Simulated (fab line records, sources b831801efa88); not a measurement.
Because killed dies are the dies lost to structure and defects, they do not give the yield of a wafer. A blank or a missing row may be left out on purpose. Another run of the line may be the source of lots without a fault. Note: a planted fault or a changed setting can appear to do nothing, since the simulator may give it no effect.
The tool behind it: which one? -- flow sky130 -- 12 lots, 36 wafers sampled, at 5 steps of a route of 708

== WHAT THE GAUGES SHOWED, per wafer ==
SKY_SONOS_TUNNEL_OVL_MEAS_08. Usual: for SONOS_TUNNEL_OVL the level is 0.6 nm and the standard deviation is 1.4.
lot,measured,on,SONOS_TUNNEL_OVL (nm),flag
L215,day 10 22:20,overlay-02,-0.1 2.5 2.4,
L216,day 11 16:09,overlay-02,1.2 0.6 0.7,
L217,day 11 23:32,overlay-01,0.6 -2.4 -1.9,
L218,day 12 05:17,overlay-01,-0.7 -0.2 0.2,
L220,day 13 13:40,overlay-01,-0.2 -0.9 -1.0,
L221,day 13 17:10,overlay-02,1.8 3.1 2.5,
L222,day 13 18:16,overlay-01,1.6 0.2 -0.2,
L223,day 14 00:33,overlay-02,2.6 1.8 1.9,
L229,day 15 23:11,overlay-01,1.0 0.2 1.3,
L230,day 16 08:36,overlay-02,1.0 1.6 2.0,
L231,day 16 14:40,overlay-02,1.0 0.7 -0.1,
L236,day 19 00:05,overlay-02,-0.7 0.0 -1.1,

SKY_LDD_HVP_TW_MEAS_10. Usual: for LDD_HVP_TW the level is 457.9 and the standard deviation is 3.
lot,measured,on,LDD_HVP_TW,flag
L215,day 20 18:55,film_metro-01,462.1 461.0 461.0,
L216,day 21 21:34,film_metro-01,459.0 457.9 456.8,
L217,day 21 23:16,film_metro-01,457.3 454.4 457.0,
L218,day 22 07:16,film_metro-03,458.3 456.7 457.0,
L220,day 24 04:37,film_metro-03,452.0 456.1 455.0,
L221,day 24 05:22,film_metro-02,458.3 460.3 455.7,
L222,day 24 06:11,film_metro-02,456.1 456.3 458.5,
L223,day 24 11:40,film_metro-03,455.0 454.6 454.9,
L229,day 26 09:28,film_metro-03,354.2 356.1 354.0,OFF
L230,day 28 00:58,film_metro-01,363.6 361.9 362.6,OFF
L231,day 27 22:40,film_metro-02,455.5 454.9 457.6,
L236,day 29 17:13,film_metro-03,451.7 455.2 453.9,

SKY_LOCAL_INTERCONNECT_OVL_MEAS_12. Usual: for LOCAL_INTERCONNECT_OVL the level is -1 nm and the standard deviation is 5.1.
lot,measured,on,LOCAL_INTERCONNECT_OVL (nm),flag
L215,day 29 16:39,overlay-01,-8 -5 -8,
L216,day 30 13:19,overlay-02,-3 -7 -6,
L217,day 30 16:29,overlay-01,6 8 5,
L218,day 31 00:52,overlay-01,0 -3 5,
L220,day 32 17:05,overlay-02,8 1 3,
L221,day 32 18:23,overlay-01,6 7 -2,
L222,day 32 19:23,overlay-02,8 8 4,
L223,day 32 23:54,overlay-02,0 4 0,
L229,day 34 17:29,overlay-01,-11 -9 -11,
L230,day 36 08:14,overlay-01,-2 -5 -6,
L231,day 36 01:52,overlay-01,-5 -5 -8,
L236,day 37 16:35,overlay-02,3 -6 -5,

== WHICH TOOL RAN EACH LOT (tool, then ch and the chambers of the sampled wafers, then the start) ==
lot,SKY_LDD_HVN_STRIP_09,SKY_LDD_HVP_IMPLANT_08
L215,"plasma_asher-02 ch 1, day 19 11:54","implanter-02 ch 0, day 20 18:40"
L216,"plasma_asher-02 ch 0, day 20 14:37","implanter-01 ch 0, day 21 21:20"
L217,"plasma_asher-04 ch 0,1, day 20 16:58","implanter-02 ch 0, day 21 23:01"
L218,"plasma_asher-03 ch 0,1, day 21 01:10","implanter-02 ch 0, day 22 07:02"
L220,"plasma_asher-04 ch 0, day 22 22:39","implanter-02 ch 0, day 24 04:22"
L221,"plasma_asher-02 ch 0,1, day 22 23:52","implanter-03 ch 0, day 24 05:07"
L222,"plasma_asher-04 ch 0,1, day 23 00:10","implanter-03 ch 0, day 24 05:57"
L223,"plasma_asher-03 ch 0,1, day 23 05:31","implanter-01 ch 0, day 24 11:25"
L229,"plasma_asher-03 ch 0,1, day 25 04:40","implanter-02 ch 0, day 26 09:13"
L230,"plasma_asher-02 ch 0,1, day 26 20:13","implanter-02 ch 0, day 28 00:43"
L231,"plasma_asher-02 ch 0,1, day 26 17:22","implanter-01 ch 0, day 27 22:25"
L236,"plasma_asher-04 ch 0,1, day 28 12:01","implanter-01 ch 0, day 29 16:58"
- SKY_LDD_HVN_STRIP_09: strips in O2/N2.
- SKY_LDD_HVP_IMPLANT_08

== AS READ BY THE TOOLS THEMSELVES (means over the sampled wafers that have a number; for cases with no such wafer, the mark the record gives instead) ==
SKY_LDD_HVN_STRIP_09. Usual: chamber_pressure_mTorr 1500.0 mTorr, standard deviation 1.4; drypump_motor_current_A 5.6 A, standard deviation 0.39; oes_product_au 0.408 a.u., standard deviation 0.0046; strip_time_to_endpoint_s 4.138 s, standard deviation 0.014.
lot,tool,chamber_pressure_mTorr (mTorr),drypump_motor_current_A (A),oes_product_au (a.u.),strip_time_to_endpoint_s (s),flag
L215,plasma_asher-02,1499.2,5.6,0.407,4.148,
L216,plasma_asher-02,1500.0,4.9,0.404,4.108,
L217,plasma_asher-04,1499.6,6.1,0.411,4.144,
L218,plasma_asher-03,1497.6,5.6,0.410,4.138,
L220,plasma_asher-04,1500.2,6.1,0.413,4.135,
L221,plasma_asher-02,1500.4,5.4,0.415,4.152,
L222,plasma_asher-04,1500.8,6.1,0.410,4.151,
L223,plasma_asher-03,1499.8,5.6,0.407,4.155,
L229,plasma_asher-03,1500.5,5.6,0.405,4.130,
L230,plasma_asher-02,1500.7,5.4,0.408,4.149,
L231,plasma_asher-02,1500.1,5.2,0.411,4.148,
L236,plasma_asher-04,1499.0,6.0,0.409,4.129,

SKY_LDD_HVP_IMPLANT_08. Usual: beam_on_s 10.00 s, standard deviation 0.18; dose_ions_cm2 1.6998e+13, standard deviation 1.7e+10; faraday_current_uA 95.8, standard deviation 1.8.
lot,tool,beam_on_s (s),dose_ions_cm2,faraday_current_uA,flag
L215,implanter-02,10.14,1.6994e+13,94.3,
L216,implanter-01,9.98,1.7010e+13,95.9,
L217,implanter-02,10.14,1.6993e+13,94.7,
L218,implanter-02,10.01,1.7020e+13,95.6,
L220,implanter-02,9.89,1.7029e+13,96.7,
L221,implanter-03,9.92,1.6994e+13,96.6,
L222,implanter-03,9.86,1.6986e+13,97.2,
L223,implanter-01,10.11,1.6987e+13,94.9,
L229,implanter-02,10.01,7.6543e+12,43.2,OFF
L230,implanter-02,9.97,7.6660e+12,43.3,OFF
L231,implanter-01,9.86,1.6984e+13,97.3,
L236,implanter-01,10.07,1.6972e+13,94.8,

== THE ANSWER, worked out from the rows above alone ==
Rule: take the mean of a lot's wafers that have a number; if it is more than 3 standard deviations from the usual mean, the lot is off. Also off: a lot with no number at a reading for which 4 or more lots have one. The other lots that the step has rows for count as sound. After the gauges, taken in route order, come the tools' own readings; for these a lot's mean is taken, as printed above. The first step at which some lot is off is used, and at that step the reading that is off furthest; a lot without a number counts as furthest.
Off: at SKY_LDD_HVP_TW_MEAS_10 (LDD_HVP_TW), L229, L230.
If a tool, at a process step before that reading, ran all the lots that are off and no sound lot after the first of them, it fits. Not tried: the gauges at SKY_LDD_HVP_TW_MEAS_10; whatever is off there is also off at SKY_LDD_HVP_IMPLANT_08, on other tools, and gauge error can't account for it. One fits: implanter-02 at SKY_LDD_HVP_IMPLANT_08. A fault onset in the window from L220 (day 24 04:22, its last sound lot) to L229 (day 26 09:13, its first lot off) fits.
The tool's own readings at SKY_LDD_HVP_IMPLANT_08 bear it out: on the lots that are off they differ by more than 5 times the standard deviation of the sound lots' means. dose_ions_cm2 reads 7.6602e+12 there against 1.6997e+13 on the sound lots; faraday_current_uA reads 43.2 there against 95.8 on the sound lots.

== WHAT HAD BEEN PUT IN BY THE SIMULATOR ==
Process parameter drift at SKY_LDD_HVP_IMPLANT_08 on implanter-02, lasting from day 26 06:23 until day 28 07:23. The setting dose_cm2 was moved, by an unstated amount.
Shown lots that were struck: L229, L230. Same finding as the rule above.
